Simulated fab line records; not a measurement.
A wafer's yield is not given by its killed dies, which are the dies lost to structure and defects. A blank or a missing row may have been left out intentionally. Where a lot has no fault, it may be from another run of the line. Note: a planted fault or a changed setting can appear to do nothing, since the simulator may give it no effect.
Check for tools in common || flow sky130 || 11 lots and 42 wafers in the sample

WHY THIS WAS OPENED
SKY_METAL5_RS_MEAS_05, reading METAL5_ALCU_RS: flagged on 3 of 11 lots. Fault-free wafers read 0.02703 ohm/sq, with a standard deviation of 0.00027.
Rule: a lot is flagged when every wafer of it that has a number lies more than 4 standard deviations from that mean, or none has a number. As for the other lots, they are considered sound.

{"lot": "L523", "measured": "day 43 09:58", "on": "film-metro-02", "METAL5_ALCU_RS (ohm/sq), wafer by wafer": "0.02724 0.02699 0.02708", "flag": ""}
{"lot": "L524", "measured": "day 43 12:45", "on": "film-metro-03", "METAL5_ALCU_RS (ohm/sq), wafer by wafer": "0.02721 0.02706 0.02698", "flag": ""}
{"lot": "L527", "measured": "day 44 08:29", "on": "film-metro-02", "METAL5_ALCU_RS (ohm/sq), wafer by wafer": "0.02705 0.02682 0.02694", "flag": ""}
{"lot": "L525", "measured": "day 44 10:32", "on": "film-metro-04", "METAL5_ALCU_RS (ohm/sq), wafer by wafer": "0.02696 0.02691 0.02696", "flag": ""}
{"lot": "L528", "measured": "day 45 14:14", "on": "film-metro-03", "METAL5_ALCU_RS (ohm/sq), wafer by wafer": "0.02671 0.02726 0.02685", "flag": ""}
{"lot": "L536", "measured": "day 47 00:48", "on": "film-metro-02", "METAL5_ALCU_RS (ohm/sq), wafer by wafer": "0.02961 0.02985 0.02965 0.02958 0.02982 0.02969", "flag": "FLAGGED"}
{"lot": "L538", "measured": "day 47 12:23", "on": "film-metro-02", "METAL5_ALCU_RS (ohm/sq), wafer by wafer": "0.02988 0.02971 0.02986 0.02997 0.02972 0.02985", "flag": "FLAGGED"}
{"lot": "L539", "measured": "day 47 13:19", "on": "film-metro-02", "METAL5_ALCU_RS (ohm/sq), wafer by wafer": "0.02984 0.0293 0.02989 0.02978 0.02929 0.02995", "flag": "FLAGGED"}
{"lot": "L540", "measured": "day 47 17:18", "on": "film-metro-02", "METAL5_ALCU_RS (ohm/sq), wafer by wafer": "0.02708 0.02683 0.02718", "flag": ""}
{"lot": "L542", "measured": "day 48 06:04", "on": "film-metro-03", "METAL5_ALCU_RS (ohm/sq), wafer by wafer": "0.02752 0.02729 0.02723", "flag": ""}
{"lot": "L543", "measured": "day 48 11:37", "on": "film-metro-04", "METAL5_ALCU_RS (ohm/sq), wafer by wafer": "0.02705 0.02703 0.02705", "flag": ""}
Average over the flagged lots: 0.02974 ohm/sq; offset from the usual +0.00271 ohm/sq, equal to +10 standard deviations.

EACH LOT AND THE TOOL IT RAN ON
The record holds 1 process step before the reading, out of a route of 708 steps. In each cell: the tool, then ch and the chambers that the sampled wafers went through, then the start.
{"lot": "L523", "flag": "", "SKY_METAL5_SPUTTER_02": "pvd-sputter-01, day 43 09:51"}
{"lot": "L524", "flag": "", "SKY_METAL5_SPUTTER_02": "pvd-sputter-04, day 43 12:35"}
{"lot": "L527", "flag": "", "SKY_METAL5_SPUTTER_02": "pvd-sputter-04, day 44 08:22"}
{"lot": "L525", "flag": "", "SKY_METAL5_SPUTTER_02": "pvd-sputter-04, day 44 10:25"}
{"lot": "L528", "flag": "", "SKY_METAL5_SPUTTER_02": "pvd-sputter-02, day 45 14:07"}
{"lot": "L536", "flag": "FLAGGED", "SKY_METAL5_SPUTTER_02": "pvd-sputter-04, day 47 00:38"}
{"lot": "L538", "flag": "FLAGGED", "SKY_METAL5_SPUTTER_02": "pvd-sputter-04, day 47 12:15"}
{"lot": "L539", "flag": "FLAGGED", "SKY_METAL5_SPUTTER_02": "pvd-sputter-04, day 47 13:12"}
{"lot": "L540", "flag": "", "SKY_METAL5_SPUTTER_02": "pvd-sputter-02, day 47 17:08"}
{"lot": "L542", "flag": "", "SKY_METAL5_SPUTTER_02": "pvd-sputter-02, day 48 05:57"}
{"lot": "L543", "flag": "", "SKY_METAL5_SPUTTER_02": "pvd-sputter-02, day 48 11:28"}
What the steps here do:
- SKY_METAL5_SPUTTER_02: material AlCu, target thk 1150 nm, time 61.2 s.
- SKY_METAL5_RS_MEAS_05: measures by four-point-probe.

FLAGGED AGAINST TOTAL, ONE TOOL AT A TIME (gauges that did the reading follow at the end)
{"step": "SKY_METAL5_SPUTTER_02", "tool": "pvd-sputter-01", "lots run": 1, "flagged": 0, "share of the flagged lots": "none", "sound lots run after its first flagged lot": "-"}
{"step": "SKY_METAL5_SPUTTER_02", "tool": "pvd-sputter-02", "lots run": 4, "flagged": 0, "share of the flagged lots": "none", "sound lots run after its first flagged lot": "-"}
{"step": "SKY_METAL5_SPUTTER_02", "tool": "pvd-sputter-04", "lots run": 6, "flagged": 3, "share of the flagged lots": "all", "sound lots run after its first flagged lot": 0}
{"step": "SKY_METAL5_RS_MEAS_05", "tool": "film-metro-02", "lots run": 6, "flagged": 3, "share of the flagged lots": "all", "sound lots run after its first flagged lot": "1 (L540)"}
{"step": "SKY_METAL5_RS_MEAS_05", "tool": "film-metro-03", "lots run": 3, "flagged": 0, "share of the flagged lots": "none", "sound lots run after its first flagged lot": "-"}
{"step": "SKY_METAL5_RS_MEAS_05", "tool": "film-metro-04", "lots run": 2, "flagged": 0, "share of the flagged lots": "none", "sound lots run after its first flagged lot": "-"}

WHAT IS ALLOWED BY THE TABLE
pvd-sputter-04 at SKY_METAL5_SPUTTER_02 and film-metro-02 at SKY_METAL5_RS_MEAS_05 are the 2 rows of the table that ran each flagged lot.
- pvd-sputter-04 at SKY_METAL5_SPUTTER_02 ran 6 lots, 3 of them flagged. Last sound lot L525 at day 44 10:25, first flagged lot L536 at day 47 00:38; a fault beginning in between fits. Its own readings (chamber-pressure-pa) fall more than 4 standard deviations out on all wafers of the flagged lots.
- film-metro-02 at SKY_METAL5_RS_MEAS_05 ran 6 lots, 3 of them flagged. Sound lots followed the first flagged one (L540) on it, something a lasting fault affecting the whole tool could not allow.
What remains is a single tool, pvd-sputter-04 at SKY_METAL5_SPUTTER_02.

WHAT WAS PUT IN BY THE SIMULATOR
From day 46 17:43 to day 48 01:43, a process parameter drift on pvd-sputter-04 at SKY_METAL5_SPUTTER_02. Setting chamber-pressure-pa, moved by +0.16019, from 0.4. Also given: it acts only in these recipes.
Lots struck among those shown: L536, L538, L539. Same finding as the rule above.
